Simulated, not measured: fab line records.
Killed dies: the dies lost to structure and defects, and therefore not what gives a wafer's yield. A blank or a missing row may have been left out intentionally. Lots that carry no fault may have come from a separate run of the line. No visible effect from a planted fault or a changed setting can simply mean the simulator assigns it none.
Which tool was responsible? + flow sky130 + 36 wafers from 12 lots sampled at 2 of the route's 708 steps

WHAT THE GAUGES SHOWED, per wafer
SKY_VIA1_CD_MEAS_12: target cd 150 nm.
| lot  | measured     | on       | cdNm (nm)         |
|------|--------------|----------|-------------------|
| L130 | day 33 21:37 | cdSem-01 | 147.7 147.8 148.7 |
| L134 | day 35 13:56 | cdSem-02 | 150.1 150.9 150.8 |
| L135 | day 35 16:33 | cdSem-02 | 148.4 146.8 148.2 |
| L136 | day 36 00:41 | cdSem-02 | 149.5 150.7 151.4 |
| L137 | day 36 12:01 | cdSem-02 | 150.4 151.7 150.2 |
| L138 | day 36 17:23 | cdSem-02 | 147.5 149.0 149.6 |
| L146 | day 39 07:48 | cdSem-01 | 152.8 153.0 152.0 |
| L147 | day 39 11:50 | cdSem-01 | 151.1 150.6 150.8 |
| L148 | day 39 13:44 | cdSem-02 | 150.2 148.3 150.3 |
| L151 | day 40 12:44 | cdSem-01 | 149.9 148.0 148.1 |
| L152 | day 40 20:53 | cdSem-01 | 150.1 149.6 149.0 |
| L153 | day 41 13:02 | cdSem-02 | 148.9 149.1 149.2 |

TOOL THAT RAN EACH LOT (tool first, then ch and the chambers of the sampled wafers, then the start)
| lot  | SKY_CONTACT_CVD_24           |
|------|------------------------------|
| L130 | cvdW-01 ch 0,1, day 31 13:34 |
| L134 | cvdW-01 ch 0,1, day 33 06:49 |
| L135 | cvdW-01 ch 0,1, day 33 09:35 |
| L136 | cvdW-01 ch 0,1, day 33 18:27 |
| L137 | cvdW-02 ch 0,1, day 34 06:16 |
| L138 | cvdW-02 ch 0,1, day 34 10:38 |
| L146 | cvdW-02 ch 0,1, day 37 02:35 |
| L147 | cvdW-01 ch 1, day 37 06:29   |
| L148 | cvdW-01 ch 1, day 37 08:58   |
| L151 | cvdW-02 ch 0,1, day 38 08:17 |
| L152 | cvdW-02 ch 0,1, day 38 13:47 |
| L153 | cvdW-01 ch 0,1, day 39 10:42 |
- SKY_CONTACT_CVD_24: deposits W, target thk 340 nm, time 102.12 s.

AS READ BY THE TOOLS THEMSELVES (means over the sampled wafers that have a number; for cases with no such wafer, the mark the record gives instead)
SKY_CONTACT_CVD_24.
| lot  | tool    | chamberPressureTorr (Torr) | heaterPowerW (W) |
|------|---------|----------------------------|------------------|
| L130 | cvdW-01 | 40.08                      | 889              |
| L134 | cvdW-01 | 40.04                      | 838              |
| L135 | cvdW-01 | 40.04                      | 896              |
| L136 | cvdW-01 | 39.91                      | 851              |
| L137 | cvdW-02 | 40.06                      | 862              |
| L138 | cvdW-02 | 39.83                      | 883              |
| L146 | cvdW-02 | 40.00                      | 856              |
| L147 | cvdW-01 | 40.04                      | 816              |
| L148 | cvdW-01 | 39.99                      | 818              |
| L151 | cvdW-02 | 40.03                      | 899              |
| L152 | cvdW-02 | 39.93                      | 872              |
| L153 | cvdW-01 | 39.94                      | 912              |

THE ANSWER, worked out from the rows above alone
Rule: what is usual is taken from the lots themselves. The widest of any qualifying gaps counts: lots, ordered by their means at a reading, are off when they make up no more than a third of the lots, leave a main group of 4 or more, and stand apart from it by 3 or more times the standard deviation of that group's means. The tables above print the reading to a certain number of digits; a main group whose means all agree to those digits is not used. A lot without any number at a reading at which 4 lots or more have one is off too. Any other lot the step has rows for is counted as sound. The gauges are gone through in route order, then the tools' own readings, and for those a lot's mean is taken as printed above. At the first step where some lot is off, the reading lying furthest off is the one used; lots without a number count as furthest.
None of the lots is off at any reading shown; this tells nothing.

WHAT THE SIMULATOR HAD INSERTED
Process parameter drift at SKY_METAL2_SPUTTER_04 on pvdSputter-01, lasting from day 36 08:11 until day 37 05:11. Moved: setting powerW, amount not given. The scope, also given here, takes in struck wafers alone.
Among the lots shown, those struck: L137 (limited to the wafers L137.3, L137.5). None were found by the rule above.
